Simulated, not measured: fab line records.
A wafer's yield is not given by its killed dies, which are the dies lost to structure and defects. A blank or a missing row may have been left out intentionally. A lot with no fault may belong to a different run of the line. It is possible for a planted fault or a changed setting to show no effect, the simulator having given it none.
Comparing a struck lot with a sound one	flow sky130	16 steps out of a route of 708
Sound: wafers L215.1, L215.3, L215.5. Struck: wafer L223.1 (left out: L223.2, a lot-mate that was not struck); the cause follows at the end.
Each step with rows lists, per side, the tool, then ch with its chambers, then its first start. Under that, the readings that differ: sound wafers	struck wafers	difference of the means	sigmas: that difference in standard deviations of wafers without a fault.
alike: words and numbers the same on both sides, and readings whose means are apart by under 2 such deviations; not compared: readings that were withheld, readings missing a value for some wafer, numbers with overlapping values and no deviation given by the record, and bounds like >300 which may hide the same value.
A row with sigmas, a row that says differs or no value, or rows on one side alone: a step with any of these is where the two part. Numbers that don't overlap but have no deviation are shown without sigmas and don't part them. A reading that every wafer of one side lacks parts them only if that side has two wafers or more.

SKY_VIA3_BOW_MEAS_03:
  sound on filmMetro-04 at day 41 11:05; struck on filmMetro-02 at day 43 15:55
  alike: VIA3_BOW
then, 8 steps without rows for these wafers: SKY_VIA3_DEHYDRATE_04 (time 60 s); SKY_VIA3_HMDS_05 (prime time 60 s); SKY_VIA3_COAT_06 (resist thk 60 nm); SKY_VIA3_COAT_07 (resist thk 450 nm); SKY_VIA3_SOFTBAKE_08 (time 90 s); SKY_VIA3_EXPOSE_09 (exposes mask VIM3, target cd 200 nm); SKY_VIA3_PEB_10; SKY_VIA3_DEVELOP_11 (develop time 60 s).
SKY_VIA3_CD_MEAS_12 targets a cd of 200 nm.
  sound on cdSem-01 at day 42 10:55; struck on cdSem-02 at day 44 13:40
  alike: cdNm
SKY_VIA3_OVL_MEAS_13:
  sound on overlay-01 at day 42 11:02; struck on overlay-01 at day 44 13:47
  alike: VIA3_OVL
SKY_VIA3_ETCH_14: etches BARC in N2/H2, stops on SiO2, time 45.9 s, target depth 60 nm.
  sound on rieDiel-04 ch 1,2,3, day 42 11:04; struck on rieDiel-01 ch 3, day 44 13:49
  alike: drypumpMotorCurrentA, h2FlowSccm, oesProductAu, throttleValvePct
  not compared: rfHoursCounterH
SKY_VIA3_ETCH_15: etches SiO2 in C4F8/O2/Ar, stops on TiN, target depth 507 nm, time 78 s.
  sound on rieDiel-04 ch 1,2,3, day 42 11:07; struck on rieDiel-01 ch 3, day 44 13:52
reading	sound	struck	difference	sigmas
oesProductAu (a.u.)	0.944 0.937 0.941	0.953	+0.012	+3
model.KrF-thick_of_VIA3_COAT_07.thkNm (nm)	294.5 293.5 291.4	241.9	-51.2	
model.TiN_of_METAL3_SPUTTER_04.thkNm (nm)	70.21 69.99 70.21	61.81	-8.33	
model.VIA3.featureDepthNm (nm)	463.8 464.2 463.6	473	+9	
SKY_VIA3_STRIP_16: strips in O2/N2.
  sound on plasmaAsher-01 ch 0,1, day 42 11:10; struck on plasmaAsher-02 ch 0, day 44 13:55
reading	sound	struck	difference	sigmas
oesProductAu (a.u.)	0.404 0.402 0.403	0.370	-0.033	-7
stripTimeToEndpointS (s)	4.161 4.145 4.142	3.601	-0.548	-24
  alike: drypumpMotorCurrentA
  not compared: rfHoursCounterH
then, 1 step without rows for these wafers: SKY_VIA3_STRIP_17 (strips in post etch residue remover, time 1200 s).
SKY_PAD_OPEN_PROBE_99:
  the record has rows for the sound wafers here (prober-02, day 48 03:39) and none for the struck ones

## WHERE THEY PART
Last at SKY_PAD_OPEN_PROBE_99 as far as this record goes, first at SKY_VIA3_ETCH_15.

WHY: whatever the simulator had introduced
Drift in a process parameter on rieDiel-01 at SKY_VIA3_ETCH_15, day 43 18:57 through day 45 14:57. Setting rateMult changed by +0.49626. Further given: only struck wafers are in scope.
